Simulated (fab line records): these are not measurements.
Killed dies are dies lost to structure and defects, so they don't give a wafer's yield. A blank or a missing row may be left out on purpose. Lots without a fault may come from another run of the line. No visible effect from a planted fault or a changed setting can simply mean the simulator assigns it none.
fab line records	flow gf180mcu
record: lots: 6	wafers: 18	lastDay: 34
route steps=602 shown V2@396
lots that met no fault: from a run of the same line without faults
startH: the number of hours between the record's first day and the start of the first shown wafer of the lot	waitH: time in hours since the lot's previous step	" as in the row above	L1.1+2: one row covering several wafers at once	- no value present, or no start provided	* or withheld: withheld	< > ~ a bound
route shown NAME@n: names a module that has steps shown in the file, with the first one's number in the route	usual: mean/standard deviation of fault-free wafers	same: alike in all rows	chamber/n: place in a boat	sites: per-site readings	_std_site: the standard deviation of these	_edge_site: mean of outer sites minus mean of inner sites	radiusMm: for every site, how far away it sits from the centre of the wafer	mask NAME#n: copy n	behind: the most recent tool/chamber to have shaped the wafer	hold: what put the lot on hold/how long, in hours/how the hold closed	device: transistor that didn't switch, given as n, p or np	end of line: tests run on the same wafers once the route is complete	a step given without rows: its recipe and nothing more	killed: the dies lost at the first sort to structure and to defects; this is not the yield of the wafer	map: the dies of a wafer, with x for killed, . for not killed, _ for no die there
set.NAME: setting as actually run; set.NAME@STEP: the setting as run at that earlier step	model.NAME: the simulator's own value behind a step, which no gauge read
lots seen at some steps along the route; tables by step, rows by wafer
services: from which hour (startH, from the record's first day; less than 0 if before it) a tool's chamber was out of use, for how many hours, and why
== steps ==
step: GF_V2_CD_MEAS_14
recipe: targetCdNm: 260
usual: cdNm: 259.9/1.2
lot.wafer	tool	chamber	startH	waitH	cdNm
L848.1	cdSem-02	-	507.23	0.1	258.7
L848.4	"	-	"	"	259.0
L848.5	"	-	"	"	259.4
L849.1	cdSem-01	-	509.23	0.1	259.5
L849.4	"	-	"	"	261.2
L849.5	"	-	"	"	260.0
L857.1	cdSem-02	-	597.53	0.1	257.5
L857.3	"	-	"	"	258.5
L857.4	"	-	"	"	258.2
L859.1	cdSem-01	-	602.99	0.1	259.1
L859.3	"	-	"	"	258.4
L859.5	"	-	"	"	259.4
L865.1	cdSem-01	-	644.00	0.1	259.5
L865.3	"	-	"	"	260.5
L865.5	"	-	"	"	259.8
L866.1	cdSem-02	-	650.29	0.1	258.3
L866.2	"	-	"	"	258.9
L866.6	"	-	"	"	258.8
step: GF_V2_OVL_MEAS_15
usual: V2_OVL: -4/4.9
lot.wafer	tool	chamber	startH	waitH	V2_OVL[nm]
L848.1	overlay-02	-	507.35	0.1	-5
L848.4	"	-	"	"	-3
L848.5	"	-	"	"	-8
L849.1	overlay-01	-	509.35	0.1	-10
L849.4	"	-	"	"	-19
L849.5	"	-	"	"	-12
L857.1	overlay-01	-	597.65	0.1	-4
L857.3	"	-	"	"	-2
L857.4	"	-	"	"	-4
L859.1	overlay-02	-	603.11	0.1	-2
L859.3	"	-	"	"	-6
L859.5	"	-	"	"	-5
L865.1	overlay-01	-	644.12	0.1	-10
L865.3	"	-	"	"	-8
L865.5	"	-	"	"	-9
L866.1	overlay-01	-	650.41	0.1	-8
L866.2	"	-	"	"	-3
L866.6	"	-	"	"	-10
step: GF_V2_ETCH_16
recipe: chemistry: N2/H2	targetDepthA: withheld	overetchA: withheld	timeS: withheld	target: BARC	ionEnergyEv: 200	sourceW: 500	biasW: 100	pressureMtorr: 30	n2FlowSccm: 100	h2FlowSccm: 200
step: GF_V2_ETCH_17
recipe: chemistry: C4F8/O2/Ar	maskMaterial: KrF	target: SiO2	stopOn: TiN	sourceW: 1500	biasW: 1200	pressureMtorr: 40	c4f8FlowSccm: withheld	O2_flow_sccm: 6	Ar_flow_sccm: 300	timeS: withheld	targetDepthA: 6300
usual: biasW: 1200/3.7	chamberPressureMTorr: 40.00/0.037	oesProductAu: 0.856/0.0047
lot.wafer	tool	chamber	startH	waitH	biasW	chamberPressureMTorr	oesProductAu
L848.1	rieDiel-01	1	-	-	1203	39.96	0.850
L848.4	"	3	"	"	1194	39.96	0.849
L848.5	"	0	"	"	1202	39.98	0.850
L849.1	rieDiel-01	0	-	-	1203	39.97	0.865
L849.4	"	1	"	"	1197	39.92	0.863
L849.5	"	1	"	"	1200	40.01	0.856
L857.1	rieDiel-01	2	-	-	1196	40.01	0.857
L857.3	"	0	"	"	1199	40.06	0.855
L857.4	"	3	"	"	1202	39.99	0.862
L859.1	rieDiel-02	0	-	-	1203	40.05	0.850
L859.3	"	1	"	"	1203	40.05	0.858
L859.5	"	2	"	"	1200	39.98	0.855
L865.1	rieDiel-03	1	-	-	1204	39.98	0.865
L865.3	"	2	"	"	1198	39.90	0.852
L865.5	"	0	"	"	1196	39.86	0.857
L866.1	rieDiel-02	0	-	-	1200	40.01	0.857
L866.2	"	3	"	"	1199	39.96	0.851
L866.6	"	3	"	"	1196	40.02	0.855
step: GF_V2_STRIP_18
recipe: chemistry: O2/N2	powerW: 1400	pressureMtorr: 1500	platenTempC: 250	o2FlowSccm: 3000	n2FlowSccm: 300	overashFraction: 0.5
usual: chamberPressureMTorr: 1500.1/1.4	drypumpMotorCurrentA: 5.6/0.37	heaterPowerW: 322/35	oesProductAu: 0.593/0.0051
same: overashFraction: 0.5
lot.wafer	tool	chamber	startH	waitH	chamberPressureMTorr	drypumpMotorCurrentA	heaterPowerW	oesProductAu	rfHoursCounterH
L848.1	plasmaAsher-04	1	507.52	-	1499.6	5.8	317	0.592	77
L848.4	"	0	"	"	1500.5	5.2	275	0.595	-
L848.5	"	0	"	"	1499.3	5.2	283	0.593	-
L849.1	plasmaAsher-04	1	509.52	-	1500.6	5.8	307	0.587	77
L849.4	"	1	"	"	1497.9	5.8	316	0.591	-
L849.5	"	1	"	"	1500.8	5.8	317	0.587	-
L857.1	plasmaAsher-01	0	597.81	-	1499.4	6.2	302	0.599	91
L857.3	"	1	"	"	1500.3	5.2	341	0.596	-
L857.4	"	0	"	"	1499.1	6.2	297	0.595	-
L859.1	plasmaAsher-04	1	603.28	-	1500.5	5.8	320	0.592	87
L859.3	"	0	"	"	1498.9	5.2	276	0.592	-
L859.5	"	0	"	"	1504.3	5.2	275	0.590	-
L865.1	plasmaAsher-03	0	644.29	-	1499.5	6.0	293	0.588	23
L865.3	"	0	"	"	1500.0	6.0	296	0.581	-
L865.5	"	1	"	"	1499.9	5.4	370	0.591	-
L866.1	plasmaAsher-03	1	650.58	-	1501.3	5.4	372	0.585	24
L866.2	"	0	"	"	1498.1	6.1	301	0.588	24
L866.6	"	1	"	"	1500.3	5.4	377	0.601	-
step: GF_V2_STRIP_19
recipe: chemistry: postEtchResidueRemover	timeS: 1200	tempC: 72.5
step: GF_V2_CLEAN_20
recipe: chemistry: DIW	dry: n2Spin
step: GF_V2_SPUTTER_21
recipe: material: Ti	targetThkNm: 15	chamberPressurePa: 5	powerW: 2500	substrateTempC: 200	timeS: 80.02
usual: throttleValvePct: 30.0/1.2
same: timeS: 80.02
lot.wafer	tool	chamber	startH	waitH	throttleValvePct
L848.1	pvdSputter-04	-	508.05	0.0	30.0
L848.4	"	-	"	"	29.3
L848.5	"	-	"	"	29.3
L849.1	pvdSputter-01	-	510.05	0.0	30.5
L849.4	"	-	"	"	28.7
L849.5	"	-	"	"	28.6
L857.1	pvdSputter-04	-	598.35	0.0	29.3
L857.3	"	-	"	"	30.0
L857.4	"	-	"	"	29.1
L859.1	pvdSputter-01	-	603.81	0.0	30.2
L859.3	"	-	"	"	29.4
L859.5	"	-	"	"	30.5
L865.1	pvdSputter-01	-	644.85	0.0	30.2
L865.3	"	-	"	"	29.3
L865.5	"	-	"	"	27.8
L866.1	pvdSputter-01	-	651.11	0.0	27.8
L866.2	"	-	"	"	30.5
L866.6	"	-	"	"	29.2
step: GF_V2_SPUTTER_22
recipe: material: TiN	targetThkNm: 10	chamberPressurePa: 5	powerW: 4000	timeS: 40
usual: throttleValvePct: 30.0/1.3
same: timeS: 40
lot.wafer	tool	chamber	startH	waitH	throttleValvePct
L848.1	pvdSputter-04	-	508.11	0.0	29.8
L848.4	"	-	"	"	29.1
L848.5	"	-	"	"	29.3
L849.1	pvdSputter-01	-	510.11	0.0	30.4
L849.4	"	-	"	"	28.7
L849.5	"	-	"	"	29.1
L857.1	pvdSputter-04	-	598.41	0.0	29.5
L857.3	"	-	"	"	29.8
L857.4	"	-	"	"	29.1
L859.1	pvdSputter-01	-	603.87	0.0	30.5
L859.3	"	-	"	"	29.4
L859.5	"	-	"	"	30.8
L865.1	pvdSputter-01	-	644.91	0.0	30.5
L865.3	"	-	"	"	29.4
L865.5	"	-	"	"	27.9
L866.1	pvdSputter-01	-	651.17	0.0	27.9
L866.2	"	-	"	"	30.5
L866.6	"	-	"	"	29.3
step: GF_V2_CVD_23
recipe: material: W	targetThkNm: 350	timeS: 104.94	tempC: 400	pressureTorr: 40
usual: heaterPowerOuterW: 549/23	heaterPowerW: 855/35
same: timeS: 104.94
lot.wafer	tool	chamber	startH	waitH	heaterPowerOuterW	heaterPowerW
L848.1	cvdW-01	0	508.15	0.0	570	873
L848.4	"	1	"	"	578	865
L848.5	"	0	"	"	560	880
L849.1	cvdW-01	1	510.15	0.0	561	867
L849.4	"	0	"	"	550	858
L849.5	"	0	"	"	553	853
L857.1	cvdW-02	1	598.45	0.0	547	879
L857.3	"	1	"	"	539	918
L857.4	"	0	"	"	515	796
L859.1	cvdW-02	1	603.91	0.0	558	882
L859.3	"	0	"	"	508	808
L859.5	"	1	"	"	553	886
L865.1	cvdW-01	1	644.95	0.0	566	857
L865.3	"	0	"	"	552	875
L865.5	"	1	"	"	577	863
L866.1	cvdW-01	1	651.21	0.0	569	870
L866.2	"	0	"	"	573	854
L866.6	"	1	"	"	575	865
step: GF_V2_RS_MEAS_24
recipe: thkMeasGauge: four-point-probe	reads: W_of_V2_CVD_23+TiN_of_V2_SPUTTER_22+Ti_of_V2_SPUTTER_21
usual: V2_W_RS: 0.327/0.0042
lot.wafer	tool	chamber	startH	waitH	V2_W_RS[ohm/sq]
L848.1	filmMetro-02	-	508.26	0.1	0.329
L848.4	"	-	"	"	0.325
L848.5	"	-	"	"	0.326
L849.1	filmMetro-03	-	510.26	0.1	0.331
L849.4	"	-	"	"	0.331
L849.5	"	-	"	"	0.331
L857.1	filmMetro-02	-	598.56	0.1	0.330
L857.3	"	-	"	"	0.327
L857.4	"	-	"	"	0.323
L859.1	filmMetro-02	-	604.02	0.1	0.334
L859.3	"	-	"	"	0.326
L859.5	"	-	"	"	0.331
L865.1	filmMetro-01	-	645.06	0.1	0.324
L865.3	"	-	"	"	0.329
L865.5	"	-	"	"	0.324
L866.1	filmMetro-03	-	651.47	0.2	0.325
L866.2	"	-	"	"	0.323
L866.6	"	-	"	"	0.325
step: GF_V2_THK_MEAS_25
recipe: thkMeasGauge: xrf	reads: W_of_V2_CVD_23
usual: V2_W_THK: 347/5.5
lot.wafer	tool	chamber	startH	waitH	V2_W_THK[nm]
L848.1	filmMetro-02	-	508.38	0.1	349
L848.4	"	-	"	"	351
L848.5	"	-	"	"	349
L849.1	filmMetro-03	-	510.38	0.1	342
L849.4	"	-	"	"	342
L849.5	"	-	"	"	343
L857.1	filmMetro-02	-	598.68	0.1	344
L857.3	"	-	"	"	346
L857.4	"	-	"	"	353
L859.1	filmMetro-02	-	604.14	0.1	343
L859.3	"	-	"	"	349
L859.5	"	-	"	"	343
L865.1	filmMetro-01	-	645.18	0.1	345
L865.3	"	-	"	"	341
L865.5	"	-	"	"	344
L866.1	filmMetro-03	-	651.59	0.1	353
L866.2	"	-	"	"	354
L866.6	"	-	"	"	350
step: GF_V2_CMP_26
recipe: stopOn: SiO2	downForcePsi: 3.5	platenRpm: 60	tOverpolishS: 15	targetThkNm: 0	padVelocityMS: 0.94248
usual: edgeZonePressureFrac: 1.000/0.005	headPressurePsi: 3.501/0.0082	motorCurrentA: 10.7/0.88	overpolishRunS: 15.000/0.0083	timeToEndpointS: 84/3.4
lot.wafer	tool	chamber	startH	waitH	edgeZonePressureFrac	headPressurePsi	motorCurrentA	overpolishRunS	timeToEndpointS	model.W_of_V2_CVD_23.thkNm	model.SiO2_of_V2_CVD_02.thkNm
L848.4	cmp-02	3	508.49	0.1	1.009	3.503	11.3	14.997	84	0	626
L848.1	"	1	"	"	1.008	3.509	11.6	14.998	85	0	627.2
L848.5	"	2	"	"	1.002	3.474	10.2	15.005	86	0	626.2
L849.1	cmp-01	3	510.44	0.1	1.007	3.497	10.3	14.986	82	0	630
L849.4	"	0	"	"	1.001	3.506	9.7	14.996	83	0	631.1
L849.5	"	3	"	"	0.995	3.500	10.6	15.004	83	0	629.5
L857.3	cmp-01	3	598.74	0.0	-	-	-	-	-	349.3	633.1
L857.1	"	1	"	"	-	-	-	-	-	347.3	633.1
L857.4	"	2	"	"	-	-	-	-	-	354.1	631.6
L859.3	cmp-01	3	604.20	0.0	-	-	-	-	-	350.9	633.2
L859.1	"	2	"	"	-	-	-	-	-	343.4	632.4
L859.5	"	3	"	"	-	-	-	-	-	344.8	633.3
L865.1	cmp-01	2	645.29	0.1	0.997	3.499	12.2	14.993	81	0	629.6
L865.3	"	3	"	"	1.002	3.496	10.1	15.005	79	0	628.7
L865.5	"	2	"	"	0.991	3.504	12.4	15.010	80	0	629
L866.1	cmp-01	2	651.70	0.1	0.996	3.501	12.3	15.018	77	0	628.1
L866.2	"	3	"	"	1.004	3.501	10.1	15.018	77	0	628.9
L866.6	"	2	"	"	0.994	3.507	12.6	15.005	79	0	628.2
== services ==
tool	chamber	startH	hours	kind
rieDiel-03	-	486.50	0.3	repair
cmp-01	-	487.98	3.7	pm
rieDiel-02	-	489.05	0.3	repair
cmp-01	-	492.55	3.7	repair
cmp-01	-	505.17	1.8	repair
rieDiel-03	0	525.32	4.5	repair
rieDiel-02	3	543.72	-	clean
rieDiel-02	3	543.72	19.1	scheduledDown
rieDiel-02	3	543.72	19.1	ventCycle
cmp-01	-	568.48	1.1	repair
cmp-01	-	572.00	4.0	pm
rieDiel-02	3	572.12	51.8	repair
cmp-01	-	576.00	-	consumableReplace:conditioner
cmp-01	-	576.00	-	consumableReplace:pad
rieDiel-01	2	586.16	6.9	repair
rieDiel-01	1	600.85	-	clean
rieDiel-01	1	600.85	25.8	scheduledDown
rieDiel-01	1	600.85	25.8	ventCycle
cmp-02	-	606.74	4.2	repair
cmp-01	-	608.89	0.6	repair
cmp-02	-	625.74	1.2	repair
cvdW-02	-	644.49	2.8	pm
== key ==
firstSign: step: GF_V2_CMP_26	reading: toolRecord	direction: missing
effect none on later readings
modelEffect: step: GF_V2_CMP_26	value: W_of_V2_CVD_23.thkNm	without: 0	struck: 348.3
metAt GF_V2_CMP_26
struckWafers L857.1,L857.3,L857.4,L859.1,L859.3,L859.5
laterRowsLeftOut L857.1,L857.3,L857.4,L859.1,L859.3,L859.5
sortLeftOut L857.1,L857.3,L857.4,L859.1,L859.3,L859.5
onsetBetween 510.44 598.74
fault: kind: skippedStepWhole	tool: cmp-01	chamber: -	onsetH: 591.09	steps: GF_V2_CMP_26	scope: struckLotsOnly
sortLeftOut: the simulated sort isn't trusted on such a fault, so these wafers' sort isn't shown, and their yield isn't known
laterRowsLeftOut: the simulator's readings of these wafers behind a module that went badly wrong aren't trusted and aren't shown, but for the sort
